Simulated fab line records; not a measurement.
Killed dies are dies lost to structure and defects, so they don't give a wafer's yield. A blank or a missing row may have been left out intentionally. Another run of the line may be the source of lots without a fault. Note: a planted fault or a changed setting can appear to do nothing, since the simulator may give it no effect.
fab line records -- flow sfq-line
record: lots: 6, wafers: 18, last-day: 73
route steps=325 shown M6@263 I6@266
lots with no fault: from the same line, run without faults
start-h: hours from the record's first day to the start of the lot's first wafer shown -- wait-h: hours elapsed since this lot's preceding step -- " as in the row above -- L1.1+2: one row covering several wafers at once -- - no value present, or no start provided -- * or withheld: withheld -- < > ~ a bound
route shown NAME@n: names a module that has steps shown in the file, with the first one's number in the route -- usual: mean and standard deviation over wafers with no fault -- same: alike in all rows -- chamber/n: place in a boat -- sites: per-site readings -- _std_site: how widely they spread, as a standard deviation -- _edge_site: inner sites' mean taken away from outer sites' mean -- radius-mm: for every site, how far away it sits from the centre of the wafer -- mask NAME#n: copy n -- behind: tool/chamber where the wafer was last shaped -- hold: why the lot went on hold/how many hours it stayed there/how the hold came to an end -- device: which transistor (n, p or np) failed to switch -- end of line: tests run on the same wafers once the route is complete -- for a step that has no rows: nothing shown but its recipe -- killed: not the wafer's yield, but the dies lost to structure and defects at the first sort -- map: a wafer's dies, x killed, . not, _ none there
set.NAME: setting as actually run; set.NAME@STEP: the setting as run at that earlier step -- model.NAME: the simulator's own value behind a step, which no gauge read
certain route steps with their lots: each step a table, each wafer a row
services: a tool's chamber out of use, with start hour (start-h, from the record's first day; less than 0 if before it), hours out, and reason
== steps ==
step: SFQ_TRILAYER_M6_ETCH_METAL_ETCH_162
recipe: target: Nb, stop-on: SiO2, mask-material: PR, chemistry: Cl2/Ar, target-depth-nm: 240, icp-w: 600, bias-w: 80, pressure-mtorr: 10, time-s: 120
usual: drypump-motor-current-A: 5.85/0.19, oes-product-au: 0.892/0.0075
lot.wafer,tool,chamber,start-h,wait-h,drypump-motor-current-A,oes-product-au,rf-hours-counter-h
L722.1,rie-metal-02,0,1270.41,0.1,5.62,0.884,21
L722.2,rie-metal-02,0,1270.41,0.1,5.61,0.887,-
L722.3,rie-metal-02,0,1270.41,0.1,5.60,0.887,-
L725.3,rie-metal-01,1,1311.11,0.1,5.86,0.888,-
L725.4,rie-metal-01,0,1311.11,0.1,5.76,0.898,-
L725.6,rie-metal-01,0,1311.11,0.1,5.76,0.891,-
L726.1,rie-metal-02,1,1313.03,0.0,6.25,0.886,2
L726.3,rie-metal-02,0,1313.03,0.0,5.61,0.899,-
L726.6,rie-metal-02,1,1313.03,0.0,6.23,0.892,-
L730.2,rie-metal-03,1,1338.68,0.0,5.98,0.898,133
L730.4,rie-metal-03,0,1338.68,0.0,5.87,0.897,-
L730.5,rie-metal-03,1,1338.68,0.0,5.94,0.877,-
L737.1,rie-metal-01,1,1436.10,0.0,5.85,0.886,45
L737.3,rie-metal-01,0,1436.10,0.0,5.75,0.890,-
L737.4,rie-metal-01,1,1436.10,0.0,5.84,0.887,-
L739.1,rie-metal-02,0,1476.74,0.0,5.60,0.888,48
L739.3,rie-metal-02,0,1476.74,0.0,5.63,0.892,-
L739.6,rie-metal-02,0,1476.74,0.0,5.61,0.884,-
step: SFQ_TRILAYER_M6_STRIP_STRIP_163
recipe: gas: O2, power-w: 200, platen-temp-c: 40, overash-fraction: 0.65, chemistry: O2, pressure-mtorr: 50
usual: drypump-motor-current-A: 5.85/0.19, oes-product-au: 0.995/0.0084
lot.wafer,tool,chamber,start-h,wait-h,drypump-motor-current-A,oes-product-au,rf-hours-counter-h
L722.1,rie-metal-02,0,1270.66,0.2,5.62,1.010,21
L722.2,rie-metal-02,0,1270.66,0.2,5.62,1.000,-
L722.3,rie-metal-02,0,1270.66,0.2,5.61,1.004,-
L725.3,rie-metal-01,1,1311.40,0.2,5.84,0.991,-
L725.4,rie-metal-01,0,1311.40,0.2,5.75,0.979,-
L725.6,rie-metal-01,0,1311.40,0.2,5.76,0.982,-
L726.1,rie-metal-02,1,1313.15,0.1,6.22,1.004,2
L726.3,rie-metal-02,0,1313.15,0.1,5.63,0.993,-
L726.6,rie-metal-02,1,1313.15,0.1,6.22,1.000,-
L730.2,rie-metal-03,1,1338.80,0.1,5.95,0.992,133
L730.4,rie-metal-03,0,1338.80,0.1,5.83,0.998,-
L730.5,rie-metal-03,1,1338.80,0.1,5.93,1.004,-
L737.1,rie-metal-01,1,1436.23,0.1,5.88,0.989,45
L737.3,rie-metal-01,0,1436.23,0.1,5.75,0.994,-
L737.4,rie-metal-01,1,1436.23,0.1,5.83,0.986,-
L739.1,rie-metal-02,0,1476.87,0.1,5.63,0.995,48
L739.3,rie-metal-02,0,1476.87,0.1,5.62,1.006,-
L739.6,rie-metal-02,0,1476.87,0.1,5.63,1.000,-
step: SFQ_TRILAYER_M6_STRIP_SOLV_CLEAN_164
recipe: chemistry: NMP, temp-c: 70, time-s: 600
step: SFQ_TRILAYER_I6_DEP_PECVD_165
recipe: material: SiO2, temp-c: 150, time-s: 111.11, pressure-torr: 2.4, rf-w: 183.3, precursor: SiH4/N2O, target-thk-nm: 500
usual: heater-power-outer-w: 36/12, heater-power-w: 93/18, throttle-valve-pct: 25.3/1.4
lot.wafer,tool,chamber,start-h,wait-h,heater-power-outer-w,heater-power-w,throttle-valve-pct
L722.1,pecvd-03,1,1272.04,0.0,27,82,26.9
L722.2,pecvd-03,0,1272.04,0.0,44,96,23.7
L722.3,pecvd-03,2,1272.04,0.0,47,102,24.9
L725.3,pecvd-04,2,1311.97,0.0,14,64,23.8
L725.4,pecvd-04,2,1311.97,0.0,16,67,23.9
L725.6,pecvd-04,0,1311.97,0.0,23,77,27.2
L726.1,pecvd-03,0,1313.93,0.0,35,87,23.8
L726.3,pecvd-03,1,1313.93,0.0,26,74,26.9
L726.6,pecvd-03,1,1313.93,0.0,26,78,26.6
L730.2,pecvd-03,0,1339.58,0.0,44,98,23.7
L730.4,pecvd-03,2,1339.58,0.0,45,100,24.9
L730.5,pecvd-03,1,1339.58,0.0,25,75,26.5
L737.1,pecvd-02,0,1437.00,0.0,45,104,27.3
L737.3,pecvd-02,2,1437.00,0.0,54,127,24.9
L737.4,pecvd-02,0,1437.00,0.0,33,87,27.6
L739.1,pecvd-02,2,1477.64,0.0,55,131,24.8
L739.3,pecvd-02,1,1477.64,0.0,21,76,25.7
L739.6,pecvd-02,2,1477.64,0.0,41,109,25.2
step: SFQ_TRILAYER_I6_CMP_CMP_166
recipe: material: SiO2, down-force-psi: 3, platen-rpm: 60, pad-velocity-m-s: 0.94248
usual: edge-zone-pressure-frac: 1.000/0.0048, motor-current-A: 10.5/0.89, time-to-endpoint-s: 219/7.8
lot.wafer,tool,chamber,start-h,wait-h,edge-zone-pressure-frac,motor-current-A,time-to-endpoint-s
L722.2,cmp-01,2,1272.62,0.5,0.997,8.6,211
L722.1,cmp-01,3,1272.62,0.5,1.001,12.4,238
L722.3,cmp-01,0,1272.62,0.5,0.997,11.2,233
L725.4,cmp-02,0,1313.05,1.0,1.001,11.6,222
L725.3,cmp-02,1,1313.05,1.0,0.996,10.5,220
L725.6,cmp-02,2,1313.05,1.0,1.004,10.8,234
L726.3,cmp-02,0,1316.05,2.1,0.984,11.4,225
L726.1,cmp-02,1,1316.05,2.1,0.996,10.8,218
L726.6,cmp-02,2,1316.05,2.1,0.997,10.5,231
L730.2,cmp-02,3,1340.65,1.0,1.011,9.7,204
L730.4,cmp-02,0,1340.65,1.0,1.004,11.1,214
L730.5,cmp-02,1,1340.65,1.0,1.011,10.7,210
L737.3,cmp-01,0,1444.68,7.6,1.004,10.5,201
L737.4,cmp-01,2,1445.68,8.6,0.997,9.4,213
L737.1,cmp-01,3,1445.68,8.6,1.000,12.6,211
L739.1,cmp-02,1,1479.52,1.8,1.005,10.9,227
L739.3,cmp-02,2,1479.52,1.8,0.999,10.7,219
L739.6,cmp-02,2,1482.02,4.3,0.996,10.5,226
step: SFQ_I6_BOW_MEAS_941
recipe: mode: bow
usual: I6_BOW: 9/9.8
lot.wafer,tool,chamber,start-h,wait-h,I6_BOW[um]
L722.1,film-metro-04,-,1275.12,1.5,13
L722.2,film-metro-04,-,1275.12,1.5,1
L722.3,film-metro-04,-,1275.12,1.5,6
L725.3,film-metro-01,-,1315.09,1.0,13
L725.4,film-metro-01,-,1315.09,1.0,15
L725.6,film-metro-01,-,1315.09,1.0,24
L726.1,film-metro-04,-,1318.05,1.0,16
L726.3,film-metro-04,-,1318.05,1.0,20
L726.6,film-metro-04,-,1318.05,1.0,11
L730.2,film-metro-04,-,1342.67,1.5,1
L730.4,film-metro-04,-,1342.67,1.5,5
L730.5,film-metro-04,-,1342.67,1.5,-4
L737.1,film-metro-04,-,1447.68,1.0,10
L737.3,film-metro-04,-,1447.68,1.0,14
L737.4,film-metro-04,-,1447.68,1.0,17
L739.1,film-metro-01,-,1482.52,2.5,11
L739.3,film-metro-01,-,1482.52,2.5,27
L739.6,film-metro-01,-,1482.52,2.5,10
step: SFQ_TRILAYER_I6_METRO_MEASURE_167
usual: thk-nm: 200.7/1.1
lot.wafer,tool,chamber,start-h,wait-h,thk-nm
L722.1,film-metro-04,-,1275.24,0.1,202.1
L722.2,film-metro-04,-,1275.24,0.1,202.5
L722.3,film-metro-04,-,1275.24,0.1,202.0
L725.3,film-metro-01,-,1315.57,0.5,202.1
L725.4,film-metro-01,-,1315.57,0.5,202.8
L725.6,film-metro-01,-,1315.57,0.5,202.3
L726.1,film-metro-04,-,1318.17,0.1,199.5
L726.3,film-metro-04,-,1318.17,0.1,199.1
L726.6,film-metro-04,-,1318.17,0.1,200.8
L730.2,film-metro-04,-,1342.97,0.3,199.8
L730.4,film-metro-04,-,1342.97,0.3,200.1
L730.5,film-metro-04,-,1342.97,0.3,200.3
L737.1,film-metro-04,-,1447.80,0.1,199.9
L737.3,film-metro-04,-,1447.80,0.1,200.3
L737.4,film-metro-04,-,1447.80,0.1,199.2
L739.1,film-metro-01,-,1482.64,0.1,201.0
L739.3,film-metro-01,-,1482.64,0.1,201.2
L739.6,film-metro-01,-,1482.64,0.1,201.3
step: SFQ_TRILAYER_I6_VIA_LITHO_COAT_174
recipe: resist: BARC, spin-rpm: 3000, resist-thk-nm: 62
step: SFQ_TRILAYER_I6_VIA_LITHO_COAT_169
recipe: resist: KrF, spin-rpm: 3000, resist-thk-nm: 650
step: SFQ_TRILAYER_I6_VIA_LITHO_SOFTBAKE_173
recipe: temp-c: withheld, time-s: withheld, resist: KrF
step: SFQ_TRILAYER_I6_VIA_LITHO_EXPOSE_170
recipe: mask-id: I6, na: 0.6, source-shape: conventional, sigma-outer: 0.65, target-cd-nm: 700, dose-mj: 21.3
step: SFQ_TRILAYER_I6_VIA_LITHO_PEB_172
recipe: peb-temp-c: 115, peb-time-s: 60, resist: KrF
step: SFQ_TRILAYER_I6_VIA_LITHO_DEVELOP_171
recipe: time-s: 60, resist: KrF
usual: chill-plate-temp-C: 23.01/0.1, exhaust-pa: 44.9/0.89
lot.wafer,tool,chamber,start-h,wait-h,chill-plate-temp-C,exhaust-pa,model.KrF_of_TRILAYER_I6_VIA_LITHO_COAT_169.thk-nm
L722.1,litho-track-03,0,1403.03,0.1,23.15,45.0,623.4
L722.2,litho-track-03,0,1403.03,0.1,23.20,45.4,621.8
L722.3,litho-track-03,0,1403.03,0.1,23.18,44.5,623.1
L725.3,litho-track-02,-,1438.63,0.1,-,-,649.7
L725.4,litho-track-02,-,1438.63,0.1,-,-,648.3
L725.6,litho-track-02,-,1438.63,0.1,-,-,649.7
L726.1,litho-track-02,-,1442.18,0.1,-,-,652
L726.3,litho-track-02,-,1442.18,0.1,-,-,654.5
L726.6,litho-track-02,-,1442.18,0.1,-,-,654.9
L730.2,litho-track-02,0,1464.91,0.1,23.06,43.4,627
L730.4,litho-track-02,0,1464.91,0.1,23.13,43.0,628.9
L730.5,litho-track-02,0,1464.91,0.1,22.83,44.6,626.8
L737.1,litho-track-03,0,1474.10,0.1,23.12,43.2,624.5
L737.3,litho-track-03,0,1474.10,0.1,23.00,44.1,626.5
L737.4,litho-track-03,0,1474.10,0.1,22.92,44.5,624.5
L739.1,litho-track-02,0,1596.72,0.1,22.88,46.5,628.2
L739.3,litho-track-02,0,1596.72,0.1,22.93,45.7,629.5
L739.6,litho-track-02,0,1596.72,0.1,22.99,44.6,629
step: SFQ_I6_OVL_MEAS_942
usual: I6_OVL: -1/5.4
lot.wafer,tool,chamber,start-h,wait-h,I6_OVL[nm]
L722.1,overlay-01,-,1403.18,0.1,0
L722.2,overlay-01,-,1403.18,0.1,4
L722.3,overlay-01,-,1403.18,0.1,4
L725.3,overlay-01,-,1438.74,0.1,-
L725.4,overlay-01,-,1438.74,0.1,-
L725.6,overlay-01,-,1438.74,0.1,-
L726.1,overlay-01,-,1442.33,0.1,-
L726.3,overlay-01,-,1442.33,0.1,-
L726.6,overlay-01,-,1442.33,0.1,-
L730.2,overlay-02,-,1465.04,0.1,-11
L730.4,overlay-02,-,1465.04,0.1,-2
L730.5,overlay-02,-,1465.04,0.1,-2
L737.1,overlay-01,-,1474.25,0.1,0
L737.3,overlay-01,-,1474.25,0.1,2
L737.4,overlay-01,-,1474.25,0.1,3
L739.1,overlay-01,-,1596.87,0.1,3
L739.3,overlay-01,-,1596.87,0.1,1
L739.6,overlay-01,-,1596.87,0.1,0
== services ==
tool,chamber,start-h,hours,kind
pecvd-03,-,1258.73,2.8,pm
cmp-02,-,1261.28,4.0,pm
film-metro-04,-,1289.78,1.0,pm
cmp-01,-,1308.88,10.0,pm
film-metro-01,-,1341.17,1.8,pm
cmp-01,-,1343.23,2.9,repair
cmp-02,-,1365.38,1.2,repair
cmp-02,-,1366.57,4.7,pm
pecvd-03,0,1379.49,16.8,repair
cmp-02,-,1379.98,0.8,repair
cmp-02,-,1403.85,2.4,repair
film-metro-04,-,1420.57,0.7,pm
cmp-02,-,1422.13,0.6,repair
rie-metal-02,1,1434.59,2.9,repair
film-metro-04,-,1444.14,2.2,pm
pecvd-03,2,1460.84,9.3,repair
pecvd-03,-,1479.00,6.5,repair
cmp-02,-,1483.46,2.0,repair
film-metro-04,-,1486.81,0.4,pm
rie-metal-01,1,1531.44,5.1,repair
cmp-02,-,1532.03,2.5,repair
film-metro-04,-,1535.80,0.5,pm
cmp-02,-,1544.44,0.8,repair
cmp-02,-,1564.40,1.0,repair
== key ==
first-sign: step: SFQ_TRILAYER_I6_VIA_LITHO_DEVELOP_171, reading: tool-record, direction: missing
effect none on later readings
model-effect: step: SFQ_TRILAYER_I6_VIA_LITHO_DEVELOP_171, value: KrF_of_TRILAYER_I6_VIA_LITHO_COAT_169.thk-nm, without: 626.1, struck: 651.5
met-at SFQ_TRILAYER_I6_VIA_LITHO_DEVELOP_171
struck-wafers L725.3,L725.4,L725.6,L726.1,L726.3,L726.6
fault: kind: skipped-step-whole, tool: litho-track-02, chamber: -, onset-h: 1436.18, steps: SFQ_TRILAYER_I6_VIA_LITHO_DEVELOP_171, scope: struck-lots-only
